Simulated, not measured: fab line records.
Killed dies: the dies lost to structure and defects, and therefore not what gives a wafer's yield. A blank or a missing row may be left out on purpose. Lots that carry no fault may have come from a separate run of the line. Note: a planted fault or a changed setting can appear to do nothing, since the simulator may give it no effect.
fab line records :: flow sky130
[record]
  lots = 6
  wafers = 14
  last-day = 50
route steps=708 shown LDD_P@263 LDD_HVN@267 PAD_OPEN@708
lots with no fault: from the same line, run without faults
start-h: start of the lot's first displayed wafer, in hours after the record's first day :: wait-h: hours since the lot's step before :: " the same as in the row above :: L1.1+2: several wafers, shown together as one row :: - no value present, or no start provided :: * or withheld: withheld :: < > ~ a bound
route shown NAME@n: NAME is a module with steps in the file, n the number in the route of the first one :: usual: average and standard deviation across the fault-free wafers :: same: alike in all rows :: chamber/n: place in a boat :: sites: each site's reading :: _std_site: standard deviation across them :: _edge_site: the outer-site mean with the inner-site mean subtracted :: radius-mm: how far each site lies from the wafer's centre :: mask NAME#n: copy n :: behind: the most recent tool/chamber to have shaped the wafer :: hold: what put the lot on hold/how long, in hours/how the hold closed :: device: names the non-switching transistor (n, p or np) :: end of line: the route-end tests of the same wafers :: where a step has no rows: the recipe by itself :: killed: the dies lost at the first sort to structure and to defects; this is not the yield of the wafer :: map: a wafer's dies, x killed, . not, _ none there
set.NAME: the setting as run; set.NAME@STEP: as run at that earlier step :: model.NAME: the simulator's own value behind a step, which no gauge read
lots at some steps of the route; a table a step, a row a wafer
services: when a tool's chamber went out of use (start-h, in hours from the record's first day, below 0 if earlier), for how many hours, and the reason
[[steps]]
[step SKY_LDD_P_OVL_MEAS_08]
[usual]
  LDD_P_OVL = 0.3/1.2
lot.wafer: L673.2
tool: overlay-01
chamber: -
start-h: 422.88
wait-h: 0.1
LDD_P_OVL[nm]: 0.5

lot.wafer: L673.3
tool: overlay-01
chamber: -
start-h: 422.88
wait-h: 0.1
LDD_P_OVL[nm]: 0.6

lot.wafer: L673.5
tool: overlay-01
chamber: -
start-h: 422.88
wait-h: 0.1
LDD_P_OVL[nm]: -3.0

lot.wafer: L676.2
tool: overlay-01
chamber: -
start-h: 463.33
wait-h: 0.1
LDD_P_OVL[nm]: 0.6

lot.wafer: L676.4
tool: overlay-01
chamber: -
start-h: 463.33
wait-h: 0.1
LDD_P_OVL[nm]: 0.7

lot.wafer: L676.5
tool: overlay-01
chamber: -
start-h: 463.33
wait-h: 0.1
LDD_P_OVL[nm]: 0.7

lot.wafer: L683.3
tool: overlay-01
chamber: -
start-h: 534.95
wait-h: 0.1
LDD_P_OVL[nm]: 1.8

lot.wafer: L685.2
tool: overlay-01
chamber: -
start-h: 546.25
wait-h: 0.1
LDD_P_OVL[nm]: 1.3

lot.wafer: L689.2
tool: overlay-02
chamber: -
start-h: 583.99
wait-h: 0.1
LDD_P_OVL[nm]: -0.2

lot.wafer: L689.4
tool: overlay-02
chamber: -
start-h: 583.99
wait-h: 0.1
LDD_P_OVL[nm]: 1.0

lot.wafer: L689.6
tool: overlay-02
chamber: -
start-h: 583.99
wait-h: 0.1
LDD_P_OVL[nm]: 1.8

lot.wafer: L696.2
tool: overlay-01
chamber: -
start-h: 628.59
wait-h: 0.1
LDD_P_OVL[nm]: -0.3

lot.wafer: L696.4
tool: overlay-01
chamber: -
start-h: 628.59
wait-h: 0.1
LDD_P_OVL[nm]: -0.4

lot.wafer: L696.5
tool: overlay-01
chamber: -
start-h: 628.59
wait-h: 0.1
LDD_P_OVL[nm]: -0.3
[step SKY_LDD_P_IMPLANT_09]
[recipe]
  species = BF2
  energy-kev = 25
  dose-cm2 = 1e+13
  tilt-deg = withheld
[step SKY_LDD_P_STRIP_10]
[recipe]
  chemistry = O2/N2
  power-w = 1400
  pressure-mtorr = 1500
  platen-temp-c = withheld
  o2-flow-sccm = 3000
  n2-flow-sccm = 300
  overash-fraction = 0.5
[usual]
  drypump-motor-current-A = 5.5/0.39
  oes-product-au = 0.716/0.0043
  strip-time-to-endpoint-s = 14.33/0.039
lot.wafer: L673.2
tool: plasma-asher-03
chamber: 1
start-h: 423.06
wait-h: 0.1
drypump-motor-current-A: 5.9
oes-product-au: 0.704
rf-hours-counter-h: 62
strip-time-to-endpoint-s: 14.26

lot.wafer: L673.3
tool: plasma-asher-03
chamber: 1
start-h: 423.06
wait-h: 0.1
drypump-motor-current-A: 5.9
oes-product-au: 0.716
rf-hours-counter-h: -
strip-time-to-endpoint-s: 14.28

lot.wafer: L673.5
tool: plasma-asher-03
chamber: 1
start-h: 423.06
wait-h: 0.1
drypump-motor-current-A: 5.9
oes-product-au: 0.718
rf-hours-counter-h: -
strip-time-to-endpoint-s: 14.26

lot.wafer: L676.2
tool: plasma-asher-04
chamber: 1
start-h: 463.51
wait-h: 0.1
drypump-motor-current-A: 5.0
oes-product-au: 0.717
rf-hours-counter-h: 76
strip-time-to-endpoint-s: 14.28

lot.wafer: L676.4
tool: plasma-asher-04
chamber: 0
start-h: 463.51
wait-h: 0.1
drypump-motor-current-A: 6.0
oes-product-au: 0.716
rf-hours-counter-h: -
strip-time-to-endpoint-s: 14.31

lot.wafer: L676.5
tool: plasma-asher-04
chamber: 0
start-h: 463.51
wait-h: 0.1
drypump-motor-current-A: 6.0
oes-product-au: 0.716
rf-hours-counter-h: -
strip-time-to-endpoint-s: 14.31

lot.wafer: L683.3
tool: plasma-asher-03
chamber: 0
start-h: 535.16
wait-h: 0.1
drypump-motor-current-A: 5.0
oes-product-au: 0.720
rf-hours-counter-h: -
strip-time-to-endpoint-s: 14.40

lot.wafer: L685.2
tool: plasma-asher-01
chamber: 0
start-h: 546.43
wait-h: 0.1
drypump-motor-current-A: 5.7
oes-product-au: 0.720
rf-hours-counter-h: 11
strip-time-to-endpoint-s: 14.32

lot.wafer: L689.2
tool: plasma-asher-01
chamber: 0
start-h: 584.17
wait-h: 0.1
drypump-motor-current-A: 5.8
oes-product-au: 0.719
rf-hours-counter-h: 14
strip-time-to-endpoint-s: 14.32

lot.wafer: L689.4
tool: plasma-asher-01
chamber: 0
start-h: 584.17
wait-h: 0.1
drypump-motor-current-A: 5.8
oes-product-au: 0.714
rf-hours-counter-h: -
strip-time-to-endpoint-s: 14.34

lot.wafer: L689.6
tool: plasma-asher-01
chamber: 0
start-h: 584.17
wait-h: 0.1
drypump-motor-current-A: 5.7
oes-product-au: 0.714
rf-hours-counter-h: -
strip-time-to-endpoint-s: 14.36

lot.wafer: L696.2
tool: plasma-asher-01
chamber: 1
start-h: 628.77
wait-h: 0.1
drypump-motor-current-A: 5.6
oes-product-au: 0.716
rf-hours-counter-h: 20
strip-time-to-endpoint-s: 14.33

lot.wafer: L696.4
tool: plasma-asher-01
chamber: 0
start-h: 628.77
wait-h: 0.1
drypump-motor-current-A: 5.7
oes-product-au: 0.720
rf-hours-counter-h: -
strip-time-to-endpoint-s: 14.29

lot.wafer: L696.5
tool: plasma-asher-01
chamber: 0
start-h: 628.77
wait-h: 0.1
drypump-motor-current-A: 5.7
oes-product-au: 0.720
rf-hours-counter-h: -
strip-time-to-endpoint-s: 14.33
[step SKY_LDD_P_TW_MEAS_11]
[usual]
  LDD_P_TW = 630/5.3
lot.wafer: L673.2
tool: film-metro-03
chamber: -
start-h: 423.17
wait-h: 0.1
LDD_P_TW: 636

lot.wafer: L673.3
tool: film-metro-03
chamber: -
start-h: 423.17
wait-h: 0.1
LDD_P_TW: 637

lot.wafer: L673.5
tool: film-metro-03
chamber: -
start-h: 423.17
wait-h: 0.1
LDD_P_TW: 636

lot.wafer: L676.2
tool: film-metro-02
chamber: -
start-h: 463.62
wait-h: 0.1
LDD_P_TW: 628

lot.wafer: L676.4
tool: film-metro-02
chamber: -
start-h: 463.62
wait-h: 0.1
LDD_P_TW: 627

lot.wafer: L676.5
tool: film-metro-02
chamber: -
start-h: 463.62
wait-h: 0.1
LDD_P_TW: 628

lot.wafer: L683.3
tool: film-metro-01
chamber: -
start-h: 535.25
wait-h: 0.1
LDD_P_TW: 634

lot.wafer: L685.2
tool: film-metro-02
chamber: -
start-h: 546.54
wait-h: 0.1
LDD_P_TW: 628

lot.wafer: L689.2
tool: film-metro-03
chamber: -
start-h: 584.28
wait-h: 0.1
LDD_P_TW: 637

lot.wafer: L689.4
tool: film-metro-03
chamber: -
start-h: 584.28
wait-h: 0.1
LDD_P_TW: 638

lot.wafer: L689.6
tool: film-metro-03
chamber: -
start-h: 584.28
wait-h: 0.1
LDD_P_TW: 636

lot.wafer: L696.2
tool: film-metro-01
chamber: -
start-h: 628.88
wait-h: 0.1
LDD_P_TW: 632

lot.wafer: L696.4
tool: film-metro-01
chamber: -
start-h: 628.88
wait-h: 0.1
LDD_P_TW: 634

lot.wafer: L696.5
tool: film-metro-01
chamber: -
start-h: 628.88
wait-h: 0.1
LDD_P_TW: 630
[step SKY_LDD_HVN_DEHYDRATE_00]
[recipe]
  temp-c = 200
  time-s = 60
[step SKY_LDD_HVN_HMDS_01]
[recipe]
  prime-time-s = 60
  prime-temp-c = 120
[step SKY_LDD_HVN_COAT_02]
[recipe]
  resist = NOVOLAK
  spin-rpm = 3000
  resist-thk-nm = 300
[step SKY_LDD_HVN_SOFTBAKE_03]
[recipe]
  temp-c = 90
  time-s = 60
  resist = NOVOLAK
[step SKY_LDD_HVN_EXPOSE_04]
[recipe]
  mask-id = HVNTM
  na = 0.6
  source-shape = conventional
  sigma-outer = 0.6
  polarization = unpolarized
  target-cd-nm = 700
  dose-mj = 127
[step SKY_LDD_HVN_PEB_05]
[recipe]
  temp-c = withheld
  time-s = *
  resist = NOVOLAK
[step SKY_LDD_HVN_DEVELOP_06]
[recipe]
  resist = NOVOLAK
  developer = TMAH
  develop-time-s = 60
  dev-temp-c = 23
[step SKY_LDD_HVN_OVL_MEAS_07]
[usual]
  LDD_HVN_OVL = -1.2/1.5
lot.wafer: L673.2
tool: overlay-02
chamber: -
start-h: 453.78
wait-h: 0.1
LDD_HVN_OVL[nm]: -2.7

lot.wafer: L673.3
tool: overlay-02
chamber: -
start-h: 453.78
wait-h: 0.1
LDD_HVN_OVL[nm]: 0.3

lot.wafer: L673.5
tool: overlay-02
chamber: -
start-h: 453.78
wait-h: 0.1
LDD_HVN_OVL[nm]: -1.7

lot.wafer: L676.2
tool: overlay-02
chamber: -
start-h: 494.38
wait-h: 0.1
LDD_HVN_OVL[nm]: 2.2

lot.wafer: L676.4
tool: overlay-02
chamber: -
start-h: 494.38
wait-h: 0.1
LDD_HVN_OVL[nm]: 1.8

lot.wafer: L676.5
tool: overlay-02
chamber: -
start-h: 494.38
wait-h: 0.1
LDD_HVN_OVL[nm]: 0.5

lot.wafer: L683.3
tool: overlay-02
chamber: -
start-h: 564.55
wait-h: 0.1
LDD_HVN_OVL[nm]: 1.6

lot.wafer: L685.2
tool: overlay-02
chamber: -
start-h: 576.17
wait-h: 0.1
LDD_HVN_OVL[nm]: -0.3

lot.wafer: L689.2
tool: overlay-01
chamber: -
start-h: 612.74
wait-h: 0.1
LDD_HVN_OVL[nm]: -2.1

lot.wafer: L689.4
tool: overlay-01
chamber: -
start-h: 612.74
wait-h: 0.1
LDD_HVN_OVL[nm]: -2.0

lot.wafer: L689.6
tool: overlay-01
chamber: -
start-h: 612.74
wait-h: 0.1
LDD_HVN_OVL[nm]: -1.2

lot.wafer: L696.2
tool: overlay-01
chamber: -
start-h: 657.59
wait-h: 0.1
LDD_HVN_OVL[nm]: 0.2

lot.wafer: L696.4
tool: overlay-01
chamber: -
start-h: 657.59
wait-h: 0.1
LDD_HVN_OVL[nm]: 0.3

lot.wafer: L696.5
tool: overlay-01
chamber: -
start-h: 657.59
wait-h: 0.1
LDD_HVN_OVL[nm]: -1.0
[step SKY_LDD_HVN_IMPLANT_08]
[recipe]
  species = P
  energy-kev = 60
  dose-cm2 = 3e+13
  tilt-deg = 40
[usual]
  beam-on-s = 9.99/0.22
  faraday-current-uA = 169/3.7
lot.wafer: L673.2
tool: implanter-03
chamber: 0
start-h: 453.83
wait-h: 0.0
beam-on-s: 10.35
faraday-current-uA: 163

lot.wafer: L673.3
tool: implanter-03
chamber: 0
start-h: 453.83
wait-h: 0.0
beam-on-s: 10.39
faraday-current-uA: 162

lot.wafer: L673.5
tool: implanter-03
chamber: 0
start-h: 453.83
wait-h: 0.0
beam-on-s: 9.82
faraday-current-uA: 173

lot.wafer: L676.2
tool: implanter-03
chamber: 0
start-h: 494.43
wait-h: 0.0
beam-on-s: 10.27
faraday-current-uA: 165

lot.wafer: L676.4
tool: implanter-03
chamber: 0
start-h: 494.43
wait-h: 0.0
beam-on-s: 9.70
faraday-current-uA: 174

lot.wafer: L676.5
tool: implanter-03
chamber: 0
start-h: 494.43
wait-h: 0.0
beam-on-s: 10.33
faraday-current-uA: 163

lot.wafer: L683.3
tool: implanter-03
chamber: 0
start-h: 564.62
wait-h: 0.1
beam-on-s: 11.53
faraday-current-uA: 146

lot.wafer: L685.2
tool: implanter-03
chamber: 0
start-h: 576.23
wait-h: 0.0
beam-on-s: 11.34
faraday-current-uA: 148

lot.wafer: L689.2
tool: implanter-01
chamber: 0
start-h: 612.80
wait-h: 0.0
beam-on-s: 9.92
faraday-current-uA: 171

lot.wafer: L689.4
tool: implanter-01
chamber: 0
start-h: 612.80
wait-h: 0.0
beam-on-s: 10.18
faraday-current-uA: 167

lot.wafer: L689.6
tool: implanter-01
chamber: 0
start-h: 612.80
wait-h: 0.0
beam-on-s: 9.68
faraday-current-uA: 174

lot.wafer: L696.2
tool: implanter-04
chamber: 0
start-h: 657.65
wait-h: 0.0
beam-on-s: 9.96
faraday-current-uA: 168

lot.wafer: L696.4
tool: implanter-04
chamber: 0
start-h: 657.65
wait-h: 0.0
beam-on-s: 9.77
faraday-current-uA: 173

lot.wafer: L696.5
tool: implanter-04
chamber: 0
start-h: 657.65
wait-h: 0.0
beam-on-s: 9.72
faraday-current-uA: 174
[step SKY_LDD_HVN_STRIP_09]
[recipe]
  chemistry = O2/N2
  power-w = 1400
  pressure-mtorr = 1500
  platen-temp-c = withheld
  o2-flow-sccm = 3000
  n2-flow-sccm = 300
  overash-fraction = 0.5
[usual]
  drypump-motor-current-A = 5.5/0.4
  oes-product-au = 0.409/0.0041
  strip-time-to-endpoint-s = 4.136/0.014
lot.wafer: L673.2
tool: plasma-asher-04
chamber: 0
start-h: 453.96
wait-h: 0.1
drypump-motor-current-A: 6.0
oes-product-au: 0.408
rf-hours-counter-h: 75
strip-time-to-endpoint-s: 4.120

lot.wafer: L673.3
tool: plasma-asher-04
chamber: 1
start-h: 453.96
wait-h: 0.1
drypump-motor-current-A: 5.0
oes-product-au: 0.401
rf-hours-counter-h: -
strip-time-to-endpoint-s: 4.113

lot.wafer: L673.5
tool: plasma-asher-04
chamber: 1
start-h: 453.96
wait-h: 0.1
drypump-motor-current-A: 5.0
oes-product-au: 0.405
rf-hours-counter-h: -
strip-time-to-endpoint-s: 4.107

lot.wafer: L676.2
tool: plasma-asher-02
chamber: 0
start-h: 494.56
wait-h: 0.1
drypump-motor-current-A: 5.7
oes-product-au: 0.405
rf-hours-counter-h: 38
strip-time-to-endpoint-s: 4.134

lot.wafer: L676.4
tool: plasma-asher-02
chamber: 1
start-h: 494.56
wait-h: 0.1
drypump-motor-current-A: 5.2
oes-product-au: 0.405
rf-hours-counter-h: -
strip-time-to-endpoint-s: 4.130

lot.wafer: L676.5
tool: plasma-asher-02
chamber: 0
start-h: 494.56
wait-h: 0.1
drypump-motor-current-A: 5.7
oes-product-au: 0.406
rf-hours-counter-h: -
strip-time-to-endpoint-s: 4.129

lot.wafer: L683.3
tool: plasma-asher-03
chamber: 1
start-h: 564.76
wait-h: 0.1
drypump-motor-current-A: 5.9
oes-product-au: 0.411
rf-hours-counter-h: -
strip-time-to-endpoint-s: 4.133

lot.wafer: L685.2
tool: plasma-asher-03
chamber: 1
start-h: 576.35
wait-h: 0.1
drypump-motor-current-A: 5.9
oes-product-au: 0.408
rf-hours-counter-h: 77
strip-time-to-endpoint-s: 4.127

lot.wafer: L689.2
tool: plasma-asher-03
chamber: 1
start-h: 612.92
wait-h: 0.1
drypump-motor-current-A: 5.9
oes-product-au: 0.404
rf-hours-counter-h: 81
strip-time-to-endpoint-s: 4.137

lot.wafer: L689.4
tool: plasma-asher-03
chamber: 1
start-h: 612.92
wait-h: 0.1
drypump-motor-current-A: 5.9
oes-product-au: 0.411
rf-hours-counter-h: -
strip-time-to-endpoint-s: 4.175

lot.wafer: L689.6
tool: plasma-asher-03
chamber: 0
start-h: 612.92
wait-h: 0.1
drypump-motor-current-A: 5.1
oes-product-au: 0.415
rf-hours-counter-h: -
strip-time-to-endpoint-s: 4.171

lot.wafer: L696.2
tool: plasma-asher-03
chamber: 0
start-h: 657.77
wait-h: 0.1
drypump-motor-current-A: 5.0
oes-product-au: 0.406
rf-hours-counter-h: 86
strip-time-to-endpoint-s: 4.159

lot.wafer: L696.4
tool: plasma-asher-03
chamber: 0
start-h: 657.77
wait-h: 0.1
drypump-motor-current-A: 5.1
oes-product-au: 0.415
rf-hours-counter-h: -
strip-time-to-endpoint-s: 4.145

lot.wafer: L696.5
tool: plasma-asher-03
chamber: 0
start-h: 657.77
wait-h: 0.1
drypump-motor-current-A: 5.1
oes-product-au: 0.400
rf-hours-counter-h: -
strip-time-to-endpoint-s: 4.162
[step SKY_PAD_OPEN_PROBE_99]
[usual]
  killed_at_M0_to_M3 = 45/7.1
  killed_at_M4_up = 3.0/1.8
  killed-at-contacts = 24/5.4
  killed-at-front-end = 16/4.9
  killed-dies = 88/11
  killed-open = 47/7.4
  killed-short = 40/7
[same]
  gross-dies = 492
  killed-at-back-side = 0
  killed-at-other = 0
lot.wafer: L673.2
tool: prober-01
chamber: -
start-h: 1066.71
wait-h: 0.1
killed_at_M0_to_M3: 50
killed_at_M4_up: 1
killed-at-contacts: 31
killed-at-front-end: 21
killed-dies: 103
killed-open: 53
killed-short: 50
model.etest.tip_n_5v.rs-ohm-sq: 1386

lot.wafer: L673.3
tool: prober-01
chamber: -
start-h: 1066.76
wait-h: 0.2
killed_at_M0_to_M3: 44
killed_at_M4_up: 8
killed-at-contacts: 23
killed-at-front-end: 28
killed-dies: 103
killed-open: 55
killed-short: 48
model.etest.tip_n_5v.rs-ohm-sq: 1384

lot.wafer: L673.5
tool: prober-01
chamber: -
start-h: 1066.86
wait-h: 0.2
killed_at_M0_to_M3: 45
killed_at_M4_up: 7
killed-at-contacts: 27
killed-at-front-end: 17
killed-dies: 96
killed-open: 57
killed-short: 39
model.etest.tip_n_5v.rs-ohm-sq: 1376

lot.wafer: L676.2
tool: prober-02
chamber: -
start-h: 1094.52
wait-h: 0.1
killed_at_M0_to_M3: 34
killed_at_M4_up: 2
killed-at-contacts: 22
killed-at-front-end: 21
killed-dies: 79
killed-open: 37
killed-short: 42
model.etest.tip_n_5v.rs-ohm-sq: 1388

lot.wafer: L676.4
tool: prober-02
chamber: -
start-h: 1094.62
wait-h: 0.2
killed_at_M0_to_M3: 42
killed_at_M4_up: 2
killed-at-contacts: 19
killed-at-front-end: 11
killed-dies: 74
killed-open: 39
killed-short: 35
model.etest.tip_n_5v.rs-ohm-sq: 1369

lot.wafer: L676.5
tool: prober-02
chamber: -
start-h: 1094.67
wait-h: 0.2
killed_at_M0_to_M3: 44
killed_at_M4_up: 1
killed-at-contacts: 9
killed-at-front-end: 19
killed-dies: 73
killed-open: 33
killed-short: 40
model.etest.tip_n_5v.rs-ohm-sq: 1377

lot.wafer: L683.3
tool: prober-01
chamber: -
start-h: 1140.12
wait-h: 0.2
killed_at_M0_to_M3: 55
killed_at_M4_up: 4
killed-at-contacts: 20
killed-at-front-end: 20
killed-dies: 99
killed-open: 52
killed-short: 47
model.etest.tip_n_5v.rs-ohm-sq: 1327

lot.wafer: L685.2
tool: prober-01
chamber: -
start-h: 1150.40
wait-h: 0.1
killed_at_M0_to_M3: 41
killed_at_M4_up: 4
killed-at-contacts: 23
killed-at-front-end: 16
killed-dies: 84
killed-open: 50
killed-short: 34
model.etest.tip_n_5v.rs-ohm-sq: 1280

lot.wafer: L689.2
tool: prober-01
chamber: -
start-h: 1171.36
wait-h: 0.1
killed_at_M0_to_M3: 52
killed_at_M4_up: 4
killed-at-contacts: 32
killed-at-front-end: 11
killed-dies: 99
killed-open: 53
killed-short: 46
model.etest.tip_n_5v.rs-ohm-sq: 1393

lot.wafer: L689.4
tool: prober-01
chamber: -
start-h: 1171.46
wait-h: 0.2
killed_at_M0_to_M3: 33
killed_at_M4_up: 2
killed-at-contacts: 22
killed-at-front-end: 16
killed-dies: 73
killed-open: 34
killed-short: 39
model.etest.tip_n_5v.rs-ohm-sq: 1396

lot.wafer: L689.6
tool: prober-01
chamber: -
start-h: 1171.56
wait-h: 0.2
killed_at_M0_to_M3: 42
killed_at_M4_up: 3
killed-at-contacts: 22
killed-at-front-end: 7
killed-dies: 74
killed-open: 38
killed-short: 36
model.etest.tip_n_5v.rs-ohm-sq: 1390

lot.wafer: L696.2
tool: prober-02
chamber: -
start-h: 1197.56
wait-h: 0.1
killed_at_M0_to_M3: 51
killed_at_M4_up: 0
killed-at-contacts: 33
killed-at-front-end: 17
killed-dies: 101
killed-open: 52
killed-short: 49
model.etest.tip_n_5v.rs-ohm-sq: 1379

lot.wafer: L696.4
tool: prober-02
chamber: -
start-h: 1197.66
wait-h: 0.2
killed_at_M0_to_M3: 34
killed_at_M4_up: 4
killed-at-contacts: 20
killed-at-front-end: 9
killed-dies: 67
killed-open: 39
killed-short: 28
model.etest.tip_n_5v.rs-ohm-sq: 1378

lot.wafer: L696.5
tool: prober-02
chamber: -
start-h: 1197.71
wait-h: 0.2
killed_at_M0_to_M3: 40
killed_at_M4_up: 5
killed-at-contacts: 24
killed-at-front-end: 10
killed-dies: 79
killed-open: 44
killed-short: 35
model.etest.tip_n_5v.rs-ohm-sq: 1375
// killed by level:class
L673.2 VIA1:geometric-particle:open=11 LI_CONTACT:geometric-particle:open=10 CONTACT:geometric-particle:short=8 FIELD_ISO:geometric-particle:short=7 VIA1:geometric-particle:short=7 VIA2:geometric-particle:open=7 METAL2:geometric-particle:short=6 POLY_GATE:geometric-particle:short=5
L673.3 VIA1:geometric-particle:open=10 FIELD_ISO:geometric-particle:short=9 VIA2:geometric-particle:open=8 POLY_GATE:geometric-particle:open=7 LI_CONTACT:geometric-particle:open=7 CONTACT:geometric-particle:open=6 METAL4:geometric-particle:short=6 POLY_GATE:geometric-particle:short=5
L673.5 CONTACT:geometric-particle:open=14 VIA1:geometric-particle:open=9 METAL3:geometric-particle:short=9 FIELD_ISO:geometric-particle:open=7 VIA2:geometric-particle:open=6 LI_CONTACT:geometric-particle:open=5 METAL2:geometric-particle:short=5 METAL1:geometric-particle:short=4
L676.2 LI_CONTACT:geometric-particle:open=8 LOCAL_INTERCONNECT:geometric-particle:short=7 POLY_GATE:geometric-particle:open=6 VIA2:geometric-particle:open=6 VIA3:geometric-particle:short=5 VIA1:geometric-particle:short=5 FIELD_ISO:geometric-particle:short=4 CONTACT:geometric-particle:open=4
L676.4 VIA1:geometric-particle:open=10 VIA3:geometric-particle:open=8 CONTACT:geometric-particle:open=6 METAL1:geometric-particle:short=6 METAL2:geometric-particle:short=6 LI_CONTACT:geometric-particle:open=5 POLY_GATE:geometric-particle:open=4 CONTACT:geometric-particle:short=4
L676.5 METAL1:geometric-particle:short=7 VIA1:geometric-particle:open=6 VIA1:geometric-particle:short=6 VIA2:geometric-particle:open=6 POLY_GATE:geometric-particle:short=5 VIA2:geometric-particle:short=5 POLY_GATE:geometric-particle:open=4 SPACER:geometric-particle:open=4
L683.3 VIA1:geometric-particle:open=11 CONTACT:geometric-particle:open=9 FIELD_ISO:geometric-particle:short=8 FIELD_ISO:geometric-particle:open=6 VIA2:geometric-particle:open=6 VIA3:geometric-particle:open=6 METAL2:geometric-particle:short=5 POLY_GATE:geometric-particle:short=5
L685.2 VIA2:geometric-particle:open=10 CONTACT:geometric-particle:open=9 VIA1:geometric-particle:short=8 FIELD_ISO:geometric-particle:open=7 LI_CONTACT:geometric-particle:open=7 VIA1:geometric-particle:open=6 VIA2:geometric-particle:short=4 METAL1:geometric-particle:short=4
L689.2 CONTACT:geometric-particle:open=14 VIA1:geometric-particle:open=11 METAL2:geometric-particle:short=9 VIA3:geometric-particle:open=8 CONTACT:geometric-particle:short=8 METAL1:geometric-particle:short=6 FIELD_ISO:geometric-particle:short=4 LI_CONTACT:geometric-particle:open=4
L689.4 CONTACT:geometric-particle:open=11 POLY_GATE:geometric-particle:short=6 VIA1:geometric-particle:short=6 VIA2:geometric-particle:short=6 POLY_GATE:geometric-particle:open=4 VIA1:geometric-particle:open=4 LOCAL_INTERCONNECT:geometric-particle:short=4 METAL2:geometric-particle:short=4
L689.6 LI_CONTACT:geometric-particle:open=8 METAL1:geometric-particle:short=7 VIA1:geometric-particle:open=7 CONTACT:geometric-particle:open=6 VIA3:geometric-particle:open=6 METAL2:geometric-particle:short=5 VIA2:geometric-particle:short=4 VIA1:geometric-particle:short=4
L696.2 VIA3:geometric-particle:open=11 CONTACT:geometric-particle:open=10 VIA1:geometric-particle:short=8 VIA1:geometric-particle:open=8 FIELD_ISO:geometric-particle:short=6 CONTACT:geometric-particle:short=6 METAL1:geometric-particle:short=6 VIA2:geometric-particle:open=6
L696.4 VIA1:geometric-particle:open=9 CONTACT:geometric-particle:open=7 VIA3:geometric-particle:open=6 METAL2:geometric-particle:short=6 LI_CONTACT:geometric-particle:open=4 FIELD_ISO:geometric-particle:short=3 VIA1:geometric-particle:short=3 LI_CONTACT:geometric-particle:short=3
L696.5 VIA1:geometric-particle:open=10 LI_CONTACT:geometric-particle:open=9 VIA2:geometric-particle:open=8 CONTACT:geometric-particle:open=7 VIA1:geometric-particle:short=6 METAL2:geometric-particle:short=5 POLY_GATE:geometric-particle:open=4 VIA3:geometric-particle:short=4
[[services]]
tool: implanter-04
chamber: -
start-h: 412.58
hours: 3.7
kind: repair

tool: implanter-03
chamber: -
start-h: 420.10
hours: 2.9
kind: pm

tool: plasma-asher-01
chamber: -
start-h: 421.25
hours: 9.0
kind: pm

tool: plasma-asher-01
chamber: 0
start-h: 421.25
hours: 9.0
kind: vent-cycle

tool: plasma-asher-01
chamber: 1
start-h: 421.25
hours: 9.0
kind: vent-cycle

tool: implanter-04
chamber: -
start-h: 427.46
hours: 15.0
kind: repair

tool: implanter-03
chamber: -
start-h: 443.89
hours: 3.8
kind: pm

tool: plasma-asher-01
chamber: -
start-h: 450.28
hours: 7.5
kind: repair

tool: implanter-04
chamber: -
start-h: 455.88
hours: 4.3
kind: pm

tool: plasma-asher-04
chamber: -
start-h: 498.36
hours: 2.9
kind: repair

tool: implanter-03
chamber: -
start-h: 504.68
hours: 2.5
kind: repair

tool: plasma-asher-02
chamber: -
start-h: 510.40
hours: 1.7
kind: repair

tool: plasma-asher-03
chamber: -
start-h: 529.49
hours: 5.5
kind: repair

tool: plasma-asher-02
chamber: -
start-h: 540.37
hours: 0.8
kind: repair

tool: plasma-asher-03
chamber: -
start-h: 565.76
hours: 0.9
kind: repair

tool: implanter-04
chamber: -
start-h: 567.78
hours: 2.3
kind: repair

tool: plasma-asher-04
chamber: -
start-h: 590.36
hours: 14.9
kind: pm

tool: plasma-asher-02
chamber: -
start-h: 611.40
hours: 4.5
kind: repair

tool: implanter-03
chamber: -
start-h: 620.63
hours: 1.3
kind: repair

tool: implanter-04
chamber: -
start-h: 621.66
hours: 0.9
kind: repair

tool: implanter-01
chamber: -
start-h: 626.47
hours: 6.1
kind: pm

tool: plasma-asher-04
chamber: -
start-h: 627.14
hours: 42.1
kind: repair

tool: implanter-01
chamber: -
start-h: 636.82
hours: 1.4
kind: repair

tool: plasma-asher-03
chamber: -
start-h: 647.15
hours: 2.8
kind: pm
[[key]]
[first-sign]
  step = SKY_LDD_HVN_IMPLANT_08
  reading = beam-on-s
  direction = up
  sigmas = 6.5
  usual = 9.99
  struck = 11.44
[effect]
  step = SKY_LDD_HVN_IMPLANT_08
  reading = faraday-current-uA
  direction = down
  sigmas = 6
  usual = 169
  struck = 147
[model-effect]
  step = SKY_PAD_OPEN_PROBE_99
  value = etest.tip_n_5v.rs-ohm-sq
  without = 1375
  struck = 1303
met-at SKY_LDD_HVN_IMPLANT_08
struck-wafers L683.3,L685.2
tester-left-out L683,L685
onset-between 494.43 564.62
[fault]
  kind = process-parameter-drift
  tool = implanter-03
  chamber = -
  onset-h = 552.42
  steps = SKY_LDD_HVN_IMPLANT_08
  channel = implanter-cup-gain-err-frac
  offset = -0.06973
  shape = step
  end-h = 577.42
// tester-left-out: of these lots the tester's yield and bins aren't shown, on N5 and GAA mostly nor the transistor test; their killed dies are dies lost to structure and defects alone, not to doping, threshold or leakage, so they don't give the yield
